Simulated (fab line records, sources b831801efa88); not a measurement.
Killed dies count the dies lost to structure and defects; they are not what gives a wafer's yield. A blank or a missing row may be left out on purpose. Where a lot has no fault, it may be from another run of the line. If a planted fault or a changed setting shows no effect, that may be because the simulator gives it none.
8D (eight disciplines) problem report, filled in by code :: flow gf180mcu :: the parts of the form that need people (team, actions taken, sign-off) are left out

## 1. THE ISSUE
CONTACT_CVD_00_THK at GF_CONTACT_THK_MEAS_01 reads a mean of 150 nm on 1 wafer of 1 lot; wafers without a fault read 301 nm with a standard deviation of 4.6. That puts it -33 standard deviations away from the usual mean.
Seen first at day 21 08:44 on filmMetro-02, wafer L511.3. The record holds 36 wafers of 12 lots with a number at this step. Rule for "out", or "out of limits": more than 4 standard deviations from the usual mean. All remaining wafers that have a number are taken as sound.

## 2. WHAT IT IS; WHAT IT IS NOT
question: which readings at this step
is: CONTACT_CVD_00_THK
is not: -

question: which lots
is: L511
is not: L499, L501, L502, L512, L513, L514, L515, L516, L517, L518, L522

question: which wafers of those lots
is: L511.3
is not: L511.2, L511.6

question: read on which gauges
is: filmMetro-02
is not: filmMetro-03, filmMetro-04

question: when
is: from day 21 08:44
is not: up to then (11 sound wafers); but 24 sound wafers of L512, L513, L514, L515, L516, L517, L518, L522 came after

## 3. WHAT RULES OUT EACH SUSPECT
Counting: any tool at a process step up to the reading remains a suspect provided it ran every lot that is out. Sound lots after the first of them don't rule it out here, since some wafers of a struck lot are sound.
- the gauge at GF_CONTACT_THK_MEAS_01 has been ruled out. All the wafers that are out were read on filmMetro-02, but those of them that GF_CONTACT_CVD_00 has rows for are out there too, on other tools.
- pvdSputter-04 at GF_SALICIDE_SPUTTER_03 (material TiN, target thk 20 nm, time 16.7 s): kept. It ran the lot that is out, L511 (day 21 08:11); its last sound lot up to then is L499 (day 16 21:18).
- hdpcvd-01 at GF_CONTACT_CVD_00 (deposits SiO2, target thk 300 nm, time 50 s): kept. It ran the lot that is out, L511 (day 21 08:40); its last sound lot up to then is L502 (day 18 03:08). On those wafers its own readings are out: sih4FlowSccm.
- hdpcvd-01, GF_CONTACT_CVD_00: wafers that are out in chamber 0, sound lot-mates in chambers 1, 2.
After counting, pvdSputter-04 at GF_SALICIDE_SPUTTER_03 and hdpcvd-01 at GF_CONTACT_CVD_00 remain.

## 4. THE CAUSE (what the simulator had put in)
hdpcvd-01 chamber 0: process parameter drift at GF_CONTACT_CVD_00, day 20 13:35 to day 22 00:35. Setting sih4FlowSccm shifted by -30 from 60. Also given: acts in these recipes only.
After counting, 2 suspects remain, this tool included.

## 5. THE EFFECT CHAIN, in route order
One row per reading whose mean, taken over the struck wafers that have a number, lies over 3 standard deviations from the usual. Only readings whose record carries a usual standard deviation are examined. hours: median over the lots of the time between each lot's start at the first step of this table that gives one and its start at this step. sigmas: the change, counted in usual standard deviations.
hours: 0
step: GF_CONTACT_CVD_00
reading: sih4FlowSccm
usual: 59.98 sccm
on struck wafers: 29.82
change: -30.16
sigmas: -99 or more

hours: 0
step: GF_CONTACT_THK_MEAS_01
reading: CONTACT_CVD_00_THK
usual: 301 nm
on struck wafers: 150
change: -151
sigmas: -33

hours: -
step: GF_CONTACT_ETCH_17
reading: oesProductAu
usual: 0.815 a.u.
on struck wafers: 0.744
change: -0.071
sigmas: -14
Here are the process steps it includes:
- GF_CONTACT_CVD_00: deposits SiO2, target thk 300 nm, time 50 s.
- GF_CONTACT_ETCH_17: etches SiO2 in C4F8/O2/Ar, stops on CoSi2, target depth 860 nm.

## 6. WHAT WOULD HAVE CAUGHT IT SOONER
Counted from the fault's start at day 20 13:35, it took 19 hours until the first out-of-limits reading at a measuring or inspecting step in this record, taken at day 21 08:44.
Tool's own readings at GF_CONTACT_CVD_00, sih4FlowSccm: out on all struck wafers the step has rows for; an alarm limit on them would have tripped on the first.
By day 21 08:44 the whole set of lots that are out, 1 in number, had already begun GF_CONTACT_CVD_00 on hdpcvd-01. Tool hold at that time: it would have spared none of them.
